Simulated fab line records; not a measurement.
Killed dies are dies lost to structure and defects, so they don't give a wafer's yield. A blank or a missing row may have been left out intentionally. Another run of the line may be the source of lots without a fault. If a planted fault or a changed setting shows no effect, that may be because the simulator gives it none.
fab line records	flow sky130
record: lots: 6	wafers: 18	last_day: 50
route steps=708 shown LOCAL_INTERCONNECT@389 PAD_OPEN@708
lots untouched by any fault: they come from a run of this same line in which no faults occurred
start_h: hours from the record's opening day to when the first of the lot's shown wafers began	wait_h: hours from the lot's prior step to this one	" identical to the entry in the row above	L1.1+2: a row that stands for several wafers	- either no value or no given start	* or withheld: withheld	< > ~ a bound
route shown NAME@n: names a module that has steps shown in the file, with the first one's number in the route	usual: the fault-free wafers' mean and standard deviation	same: alike in all rows	chamber/n: place in a boat	sites: per-site readings	_std_site: their standard deviation	_edge_site: inner sites' mean taken away from outer sites' mean	radius_mm: for every site, how far away it sits from the centre of the wafer	mask NAME#n: copy n	behind: the last tool/chamber to shape the wafer	hold: reason for holding the lot/hours on hold/outcome of the hold	device: which transistor (n, p or np) failed to switch	end of line: the route-end tests of the same wafers	where a step has no rows: the recipe by itself	killed: not the wafer's yield, but the dies lost to structure and defects at the first sort	map: a wafer's dies, x killed, . not, _ none there
set.NAME: the run value of the setting; set.NAME@STEP: its run value at that earlier step	model.NAME: the simulator's own value behind a step, which no gauge read
lots at some steps of the route; a table a step, a row a wafer
services: from which hour (start_h, from the record's first day; less than 0 if before it) a tool's chamber was out of use, for how many hours, and why
== steps ==
step: SKY_LOCAL_INTERCONNECT_THK_MEAS_02
recipe: thk_meas_gauge: xrf	reads: TiN_of_LOCAL_INTERCONNECT_SPUTTER_00
usual: LOCAL_INTERCONNECT_TIN_THK: 100.3/1.6
lot.wafer	tool	chamber	start_h	wait_h	LOCAL_INTERCONNECT_TIN_THK[nm]
L596.3	film_metro-03	-	723.29	0.1	97.7
L596.5	"	-	"	"	97.7
L596.6	"	-	"	"	97.5
L598.2	film_metro-02	-	748.65	0.1	99.4
L598.4	"	-	"	"	99.4
L598.6	"	-	"	"	100.4
L607.1	film_metro-03	-	817.29	0.1	102.8
L607.2	"	-	"	"	101.8
L607.5	"	-	"	"	102.4
L608.2	film_metro-02	-	817.59	0.1	97.0
L608.3	"	-	"	"	98.7
L608.6	"	-	"	"	98.8
L609.1	film_metro-03	-	818.79	0.1	99.9
L609.2	"	-	"	"	100.9
L609.6	"	-	"	"	100.3
L614.1	film_metro-04	-	869.32	0.1	101.9
L614.2	"	-	"	"	101.8
L614.6	"	-	"	"	101.9
step: SKY_LOCAL_INTERCONNECT_DEHYDRATE_03
recipe: temp_c: 200	time_s: 60
step: SKY_LOCAL_INTERCONNECT_HMDS_04
recipe: prime_time_s: 60	prime_temp_c: 120
step: SKY_LOCAL_INTERCONNECT_COAT_05
recipe: resist: BARC	temp_c: withheld	time_s: withheld	spin_rpm: 3000	resist_thk_nm: 60
step: SKY_LOCAL_INTERCONNECT_COAT_06
recipe: resist: KrF-thick	spin_rpm: 3000	resist_thk_nm: 450
step: SKY_LOCAL_INTERCONNECT_SOFTBAKE_07
recipe: temp_c: 100	time_s: 90	resist: KrF-thick
step: SKY_LOCAL_INTERCONNECT_EXPOSE_08
recipe: mask_id: LI1M	na: 0.8	source_shape: annular	sigma_inner: 0.55	sigma_outer: 0.85	target_cd_nm: 170	dose_mj: 28
step: SKY_LOCAL_INTERCONNECT_PEB_09
recipe: peb_temp_c: withheld	peb_time_s: withheld	resist: KrF-thick
step: SKY_LOCAL_INTERCONNECT_DEVELOP_10
recipe: develop_time_s: 60	resist: KrF-thick	dev_temp_c: 21
step: SKY_LOCAL_INTERCONNECT_CD_MEAS_11
recipe: target_cd_nm: 170
usual: cd_nm: 169.9/1.9
lot.wafer	tool	chamber	start_h	wait_h	cd_nm
L596.3	cd_sem-02	-	749.98	-	171.4
L596.5	"	-	"	"	170.6
L596.6	"	-	"	"	172.0
L598.2	cd_sem-02	-	774.80	-	169.7
L598.4	"	-	"	"	170.2
L598.6	"	-	"	"	169.4
L607.1	cd_sem-02	-	843.04	-	170.5
L607.2	"	-	"	"	169.4
L607.5	"	-	"	"	169.4
L608.2	cd_sem-01	-	843.65	-	167.7
L608.3	"	-	"	"	166.8
L608.6	"	-	"	"	165.0
L609.1	cd_sem-02	-	845.44	-	167.7
L609.2	"	-	"	"	168.1
L609.6	"	-	"	"	168.4
L614.1	cd_sem-02	-	894.69	-	168.9
L614.2	"	-	"	"	169.7
L614.6	"	-	"	"	170.1
step: SKY_LOCAL_INTERCONNECT_OVL_MEAS_12
usual: LOCAL_INTERCONNECT_OVL: 1/6
lot.wafer	tool	chamber	start_h	wait_h	LOCAL_INTERCONNECT_OVL[nm]
L596.3	overlay-01	-	750.07	0.1	-10
L596.5	"	-	"	"	-4
L596.6	"	-	"	"	-2
L598.2	overlay-01	-	774.91	0.1	-1
L598.4	"	-	"	"	9
L598.6	"	-	"	"	9
L607.1	overlay-02	-	843.16	0.1	-2
L607.2	"	-	"	"	1
L607.5	"	-	"	"	1
L608.2	overlay-02	-	843.76	0.1	11
L608.3	"	-	"	"	7
L608.6	"	-	"	"	2
L609.1	overlay-01	-	845.56	0.1	-1
L609.2	"	-	"	"	-1
L609.6	"	-	"	"	-7
L614.1	overlay-02	-	894.81	0.1	-5
L614.2	"	-	"	"	6
L614.6	"	-	"	"	7
step: SKY_LOCAL_INTERCONNECT_ETCH_13
recipe: chemistry: N2/H2	target: BARC	ion_energy_ev: 200	bias_w: 100	pressure_mtorr: 30	n2_flow_sccm: 100	h2_flow_sccm: 200	icp_w: 500	stop_on: SiO2	time_s: 45.9	target_depth_a: 600
usual: drypump_motor_current_A: 5.8/0.43	oes_product_au: 0.855/0.0044	run_length_s: 74.3/0.43	throttle_valve_pct: 13.226/0.0083
lot.wafer	tool	chamber	start_h	wait_h	drypump_motor_current_A	oes_product_au	rf_hours_counter_h	run_length_s	throttle_valve_pct
L596.3	rie_metal-03	0	750.12	0.0	5.7	0.857	-	73.9	13.242
L596.5	"	1	"	"	5.5	0.853	-	73.8	13.225
L596.6	"	0	"	"	5.6	0.858	-	74.3	13.230
L598.2	rie_metal-01	1	774.94	0.0	5.6	0.862	14	74.6	13.248
L598.4	"	0	"	"	6.0	0.857	-	74.6	13.225
L598.6	"	1	"	"	5.6	0.849	-	74.0	13.227
L607.1	rie_metal-03	0	843.20	0.0	5.7	0.844	0	73.8	13.229
L607.2	"	1	"	"	5.5	0.850	4	73.8	13.215
L607.5	"	1	"	"	5.5	0.860	-	73.7	13.208
L608.2	rie_metal-03	1	843.79	0.0	5.5	0.853	4	74.5	13.214
L608.3	"	1	"	"	5.5	0.864	-	73.8	13.215
L608.6	"	0	"	"	5.7	0.858	-	73.7	13.219
L609.1	rie_metal-01	1	845.60	0.0	5.6	0.854	17	74.2	13.230
L609.2	"	0	"	"	6.1	0.858	4	74.3	13.226
L609.6	"	0	"	"	6.1	0.850	-	74.3	13.230
L614.1	rie_metal-01	0	894.85	0.0	6.0	0.856	6	74.3	13.226
L614.2	"	0	"	"	6.0	0.855	-	74.3	13.225
L614.6	"	0	"	"	6.1	0.851	-	74.3	13.228
step: SKY_LOCAL_INTERCONNECT_METAL_ETCH_14
recipe: target_depth_nm: 110	stop_on: PSG	chemistry: Cl2/BCl3	target: TiN	resist_sidewall_deg: 88	pressure_mtorr: 10	icp_w: 900	bias_w: 48.5	Cl2_flow_sccm: 60	bcl3_flow_sccm: 30	time_s: 31.4
usual: drypump_motor_current_A: 5.8/0.44	mfc_cl2_sccm: 60.00/0.18	oes_product_au: 0.944/0.0097	run_length_s: 59.8/0.4	throttle_valve_pct: 21.899/0.011
lot.wafer	tool	chamber	start_h	wait_h	drypump_motor_current_A	mfc_cl2_sccm	oes_product_au	rf_hours_counter_h	run_length_s	throttle_valve_pct	model.KrF-thick_of_LOCAL_INTERCONNECT_COAT_06.thk_nm
L596.3	rie_metal-03	0	750.18	0.0	5.7	60.06	0.931	-	59.3	21.891	345.7
L596.5	"	1	"	"	5.5	60.30	0.930	-	59.6	21.920	348.5
L596.6	"	0	"	"	5.6	60.05	0.926	-	59.5	21.902	345.9
L598.2	rie_metal-01	1	775.00	0.0	5.6	59.95	0.943	14	59.4	21.908	350.3
L598.4	"	0	"	"	6.0	59.93	0.942	-	59.6	21.895	351.1
L598.6	"	1	"	"	5.6	60.12	0.950	-	59.3	21.902	350.4
L607.1	rie_metal-03	0	843.26	0.0	5.6	59.58	0.999	0	55.6	21.851	353.2
L607.2	"	1	"	"	5.5	59.77	0.943	4	59.9	21.891	349.1
L607.5	"	1	"	"	5.4	60.29	0.948	-	59.7	21.903	348.5
L608.2	rie_metal-03	1	843.85	0.0	5.4	60.02	0.929	4	59.5	21.909	349.2
L608.3	"	1	"	"	5.4	60.07	0.938	-	59.3	21.906	348.4
L608.6	"	0	"	"	5.7	59.72	1.008	-	55.7	21.849	350.8
L609.1	rie_metal-01	1	845.66	0.0	5.6	59.78	0.946	17	59.8	21.917	348.4
L609.2	"	0	"	"	6.1	59.88	0.946	4	59.7	21.908	351.8
L609.6	"	0	"	"	6.1	59.72	0.944	-	59.8	21.887	350.2
L614.1	rie_metal-01	0	894.97	0.1	6.1	59.96	0.952	6	60.3	21.893	352
L614.2	"	0	"	"	6.1	60.02	0.950	-	60.4	21.906	351.7
L614.6	"	0	"	"	6.1	59.85	0.959	-	60.0	21.888	351.5
step: SKY_LOCAL_INTERCONNECT_STRIP_15
recipe: chemistry: O2/N2	power_w: 1400	pressure_mtorr: 1500	platen_temp_c: withheld	o2_flow_sccm: 3000	n2_flow_sccm: 300	overash_fraction: 0.5
usual: drypump_motor_current_A: 5.96/0.27	oes_product_au: 0.427/0.0047	strip_time_to_endpoint_s: 4.732/0.023
same: overash_fraction: 0.5
lot.wafer	tool	chamber	start_h	wait_h	drypump_motor_current_A	oes_product_au	rf_hours_counter_h	strip_time_to_endpoint_s
L596.3	plasma_asher-03	0	750.24	0.1	5.72	0.421	-	4.700
L596.5	"	0	"	"	5.71	0.427	-	4.725
L596.6	"	1	"	"	6.18	0.425	-	4.689
L598.2	plasma_asher-04	0	775.05	0.0	6.24	0.427	35	4.721
L598.4	"	0	"	"	6.26	0.426	-	4.744
L598.6	"	0	"	"	6.25	0.424	-	4.718
L607.1	plasma_asher-03	0	843.31	0.0	5.70	0.429	70	4.771
L607.2	"	1	"	"	6.17	0.431	70	4.726
L607.5	"	1	"	"	6.21	0.428	-	4.726
L608.2	plasma_asher-04	1	843.90	0.0	6.10	0.426	41	4.721
L608.3	"	0	"	"	6.24	0.426	-	4.725
L608.6	"	1	"	"	6.11	0.420	-	4.745
L609.1	plasma_asher-01	1	845.71	0.0	5.47	0.422	9	4.728
L609.2	"	0	"	"	5.83	0.423	9	4.764
L609.6	"	1	"	"	5.52	0.422	-	4.750
L614.1	plasma_asher-04	1	895.08	0.1	6.10	0.429	46	4.751
L614.2	"	0	"	"	6.22	0.426	46	4.754
L614.6	"	0	"	"	6.24	0.436	-	4.756
step: SKY_PAD_OPEN_PROBE_99
usual: killed_at_M0_to_M3: 43/6.8	killed_at_M4_up: 3.3/2.1	killed_at_contacts: 24/5	killed_at_front_end: 15/4.4	killed_at_other: 0.3/0.57	killed_dies: 86/9.7	killed_open: 47/7.3	killed_short: 39/6.1
same: gross_dies: 492	killed_at_back_side: 0
lot.wafer	tool	chamber	start_h	wait_h	hold	killed_at_M0_to_M3	killed_at_M4_up	killed_at_contacts	killed_at_front_end	killed_at_other	killed_dies	killed_open	killed_short
L596.3	prober-01	-	1113.31	0.2	-	45	2	27	24	2	100	55	45
L596.5	prober-01	-	1113.41	0.2	-	46	3	30	13	1	93	55	38
L596.6	prober-01	-	1113.46	0.2	-	40	2	30	15	0	87	53	34
L598.2	prober-01	-	1128.82	0.1	-	43	4	18	12	0	77	35	41
L598.4	prober-01	-	1128.92	0.2	-	42	2	18	18	0	80	42	37
L598.6	prober-01	-	1129.02	0.2	-	39	1	21	7	0	68	43	25
L607.1	prober-02	-	1175.36	0.1	await_dispo/5.8h/release	48	2	421	10	0	481	52	38
L607.2	prober-02	-	1175.41	0.1	await_dispo/5.8h/release	39	5	20	16	0	80	42	38
L607.5	prober-02	-	1175.56	0.2	await_dispo/5.8h/release	57	3	22	20	0	102	54	48
L608.2	prober-01	-	1175.68	0.1	await_dispo/4.3h/release	31	4	24	14	0	73	46	27
L608.3	prober-01	-	1175.73	0.2	await_dispo/4.3h/release	41	4	19	25	0	89	47	41
L608.6	prober-01	-	1175.88	0.2	await_dispo/4.3h/release	48	3	35	16	0	102	48	41
L609.1	prober-02	-	1176.86	0.1	-	39	2	21	10	0	72	37	33
L609.2	prober-02	-	1176.91	0.1	-	43	2	21	10	0	76	40	34
L609.6	prober-02	-	1177.11	0.2	-	40	6	27	9	0	82	51	31
L614.1	prober-01	-	1206.46	0.1	-	42	2	19	22	0	85	41	43
L614.2	prober-01	-	1206.51	0.1	-	43	1	31	17	0	92	47	43
L614.6	prober-01	-	1206.71	0.2	-	38	0	26	21	1	86	47	38
killed by level:class
L596.3 CONTACT:geometric_particle:open=10 VIA2:geometric_particle:open=9 METAL1:geometric_particle:short=8 VIA1:geometric_particle:open=8 FIELD_ISO:geometric_particle:open=7 LI_CONTACT:geometric_particle:open=7 POLY_GATE:geometric_particle:short=6 POLY_GATE:geometric_particle:open=6
L596.5 CONTACT:geometric_particle:open=12 LI_CONTACT:geometric_particle:open=11 VIA3:geometric_particle:open=11 VIA1:geometric_particle:open=9 METAL1:geometric_particle:short=5 METAL2:geometric_particle:short=5 VIA2:geometric_particle:short=5 FIELD_ISO:geometric_particle:short=4
L596.6 LI_CONTACT:geometric_particle:open=13 VIA1:geometric_particle:open=9 VIA2:geometric_particle:open=7 CONTACT:geometric_particle:open=7 VIA1:geometric_particle:short=7 POLY_GATE:geometric_particle:short=6 POLY_GATE:geometric_particle:open=6 VIA3:geometric_particle:open=6
L598.2 CONTACT:geometric_particle:open=6 METAL2:geometric_particle:short=6 VIA2:geometric_particle:short=6 VIA3:geometric_particle:open=5 METAL1:geometric_particle:short=5 FIELD_ISO:geometric_particle:open=4 LI_CONTACT:geometric_particle:short=4 LOCAL_INTERCONNECT:geometric_particle:short=4
L598.4 LI_CONTACT:geometric_particle:open=7 VIA1:geometric_particle:open=7 VIA2:geometric_particle:open=7 POLY_GATE:geometric_particle:short=6 VIA3:geometric_particle:open=6 VIA2:geometric_particle:short=6 POLY_GATE:geometric_particle:open=5 METAL1:geometric_particle:short=5
L598.6 CONTACT:geometric_particle:open=11 VIA3:geometric_particle:open=9 VIA2:geometric_particle:open=7 VIA1:geometric_particle:open=6 LOCAL_INTERCONNECT:geometric_particle:short=4 METAL2:geometric_particle:short=4 FIELD_ISO:geometric_particle:open=3 VIA2:geometric_particle:short=3
L607.1 LOCAL_INTERCONNECT:area_etch=391 VIA1:geometric_particle:open=15 VIA3:geometric_particle:open=11 LI_CONTACT:geometric_particle:open=8 CONTACT:geometric_particle:open=7 VIA3:geometric_particle:short=7 CONTACT:geometric_particle:short=6 LOCAL_INTERCONNECT:geometric_particle:short=5
L607.2 FIELD_ISO:geometric_particle:open=7 VIA3:geometric_particle:open=7 CONTACT:geometric_particle:open=6 METAL3:geometric_particle:short=5 LI_CONTACT:geometric_particle:open=5 VIA1:geometric_particle:open=5 VIA1:geometric_particle:short=5 POLY_GATE:geometric_particle:open=4
L607.5 VIA1:geometric_particle:open=11 VIA3:geometric_particle:open=10 METAL1:geometric_particle:short=9 VIA2:geometric_particle:open=9 METAL2:geometric_particle:short=6 LI_CONTACT:geometric_particle:open=5 CONTACT:geometric_particle:open=5 VIA1:geometric_particle:short=5
L608.2 VIA1:geometric_particle:open=9 LI_CONTACT:geometric_particle:open=9 CONTACT:geometric_particle:open=8 METAL1:geometric_particle:short=5 VIA2:geometric_particle:open=5 POLY_GATE:geometric_particle:open=4 POLY_GATE:geometric_particle:short=4 LOCAL_INTERCONNECT:geometric_particle:short=4
L608.3 VIA1:geometric_particle:open=10 POLY_GATE:geometric_particle:open=6 LOCAL_INTERCONNECT:geometric_particle:short=6 VIA2:geometric_particle:open=6 VIA3:geometric_particle:open=6 METAL2:geometric_particle:short=5 POLY_GATE:geometric_particle:short=4 CONTACT:geometric_particle:short=4
L608.6 LOCAL_INTERCONNECT:area_etch=13 VIA1:geometric_particle:open=12 LI_CONTACT:geometric_particle:open=9 VIA2:geometric_particle:open=9 METAL2:geometric_particle:short=7 METAL1:geometric_particle:short=5 VIA3:geometric_particle:open=5 LOCAL_INTERCONNECT:geometric_particle:short=4
L609.1 VIA1:geometric_particle:open=8 CONTACT:geometric_particle:open=6 METAL2:geometric_particle:short=6 VIA2:geometric_particle:open=6 VIA3:geometric_particle:open=6 CONTACT:geometric_particle:short=5 FIELD_ISO:geometric_particle:open=4 LI_CONTACT:geometric_particle:open=4
L609.2 CONTACT:geometric_particle:open=13 VIA1:geometric_particle:open=8 VIA2:geometric_particle:open=6 METAL3:geometric_particle:short=6 VIA3:geometric_particle:open=6 METAL1:geometric_particle:short=5 FIELD_ISO:geometric_particle:short=4 CONTACT:geometric_particle:short=3
L609.6 VIA1:geometric_particle:open=14 LI_CONTACT:geometric_particle:open=12 CONTACT:geometric_particle:short=6 CONTACT:geometric_particle:open=5 VIA3:geometric_particle:open=5 VIA1:geometric_particle:short=4 FIELD_ISO:geometric_particle:open=4 METAL1:geometric_particle:short=4
L614.1 VIA3:geometric_particle:open=9 CONTACT:geometric_particle:open=9 METAL1:geometric_particle:short=9 FIELD_ISO:geometric_particle:short=8 VIA1:geometric_particle:open=6 VIA2:geometric_particle:open=6 POLY_GATE:geometric_particle:short=5 POLY_GATE:geometric_particle:open=5
L614.2 CONTACT:geometric_particle:open=13 CONTACT:geometric_particle:short=9 VIA1:geometric_particle:open=8 FIELD_ISO:geometric_particle:short=7 VIA3:geometric_particle:short=6 LI_CONTACT:geometric_particle:open=6 VIA2:geometric_particle:open=6 METAL1:geometric_particle:short=5
L614.6 LI_CONTACT:geometric_particle:open=9 VIA1:geometric_particle:open=9 CONTACT:geometric_particle:open=7 VIA2:geometric_particle:short=6 VIA3:geometric_particle:open=5 METAL1:geometric_particle:short=5 POLY_GATE:geometric_particle:open=4 LOCAL_INTERCONNECT:geometric_particle:short=4
map L607.1 (x killed, . not)
__________xxxxxxxxxx_________
________xxxxxxxxxxxxxx_______
______xxxxxxxxxxxxxxxxxx_____
_____xxxxxxxxxxxxxxxxxxxx____
____xxxxxxxxxxxxxxxxxxxxxx___
___xxxxxxxxxxxxxxxxxxxxxxxx__
__xxxxxxxxxxxxxxxxxxxxxxxxxx_
_...xxxxxxxxxxxxxxxxxxxxxxxxx
_xxxxxxxxxxxxxxxxxxxxxxxxxxxx
_xxxxxxxxxxxxxxxxxxxxxxxxxxxx
_xxxxxxxxxxxxxxxxxxxxxxxxxxxx
_xxxxxxxxxxxxxxxxxxxxxxxxxxxx
_xxxxxxxxxxxxxxxxxxxxxxxxxxxx
_x.xxxxxxxxxxxxxxxxxxxxxxxxxx
_xxxxxxxxxxxxxxxxxxxxxxxxxxxx
__.xxxxxxxxxxxxxxxxxxxxxxxxx_
___..xxxxxxxxxxxxxxxxxxxxxx__
____xx.xxxxxxxxxxxxxxxxxxx___
_____xxxxxxxxxxxxxxxxxxxx____
______xxxxxxxxxxxxxxxxxx_____
________.xxxxxxxxxxxxx_______
__________..xxxxxxxx_________
map L608.6 (x killed, . not)
__________......x..._________
________.............._______
______.x......x.....x.x._____
_____.......x.....x......____
____..x.x....x.........xx.___
___..xx......x.x...x.......__
__......xxx...........xx.x.._
_.....x.....x.x....x.........
_.xx...xx.....x....xx....x...
_xx.....x.x..xx.xx.....x...x.
_....x...x....xx............x
_......x.xx.xx...x.xx.x....x.
_..........x..x.........xx.x.
_.............x.xx..xxx.....x
_................xx.........x
__x..x.....x.xx...x..xx...x._
___.....x..........x......x__
____......x....x....x.x.x.___
_____.......xxx......xx..____
______......x.....x...x._____
________..x..........._______
__________.......x.._________
== services ==
tool	chamber	start_h	hours	kind
plasma_asher-01	-	733.75	9.0	pm
plasma_asher-01	0	733.75	9.0	vent_cycle
plasma_asher-01	1	733.75	9.0	vent_cycle
plasma_asher-01	0	742.75	-	clean
plasma_asher-01	1	742.75	-	clean
plasma_asher-04	-	743.99	3.5	repair
plasma_asher-01	-	774.43	13.9	repair
plasma_asher-04	-	801.75	8.8	repair
rie_metal-03	-	805.21	2.6	repair
rie_metal-03	0	824.18	-	clean
rie_metal-03	0	824.18	17.6	scheduled_down
rie_metal-03	0	824.18	17.6	vent_cycle
rie_metal-03	-	848.11	0.2	repair
rie_metal-01	1	884.67	-	clean
rie_metal-01	1	884.67	25.3	scheduled_down
rie_metal-01	1	884.67	25.3	vent_cycle
plasma_asher-04	-	884.83	2.8	pm
== key ==
first_sign: step: SKY_LOCAL_INTERCONNECT_METAL_ETCH_14	reading: run_length_s	direction: down	sigmas: 10	usual: *	struck: *
effect: step: SKY_LOCAL_INTERCONNECT_METAL_ETCH_14	reading: oes_product_au	direction: up	sigmas: 6.1	usual: 0.944	struck: 1.003
effect: step: SKY_PAD_OPEN_PROBE_99	reading: killed_at_contacts	direction: up	sigmas: 41	usual: 24	struck: 228
model_effect: step: SKY_LOCAL_INTERCONNECT_METAL_ETCH_14	value: KrF-thick_of_LOCAL_INTERCONNECT_COAT_06.thk_nm	without: 346.8	struck: 352
more_kills_born_at: SKY_LOCAL_INTERCONNECT_METAL_ETCH_14@rie_metal-03: 404
met_at SKY_LOCAL_INTERCONNECT_METAL_ETCH_14
struck_wafers L607.1,L608.6
later_rows_left_out L607.1
tester_left_out L607,L608
onset_between 750.18 843.26
fault: kind: process_parameter_drift	tool: rie_metal-03	chamber: 0	onset_h: 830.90	steps: SKY_LOCAL_INTERCONNECT_METAL_ETCH_14	channel: time_s	offset: *	shape: step	end_h: 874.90	acts_in: *	stated: *
tester_left_out: of these lots the tester's yield and bins aren't shown, on N5 and GAA mostly nor the transistor test; their killed dies are dies lost to structure and defects alone, not to doping, threshold or leakage, so they don't give the yield
later_rows_left_out: the simulator's readings of these wafers behind a module that went badly wrong aren't trusted and aren't shown, but for the sort
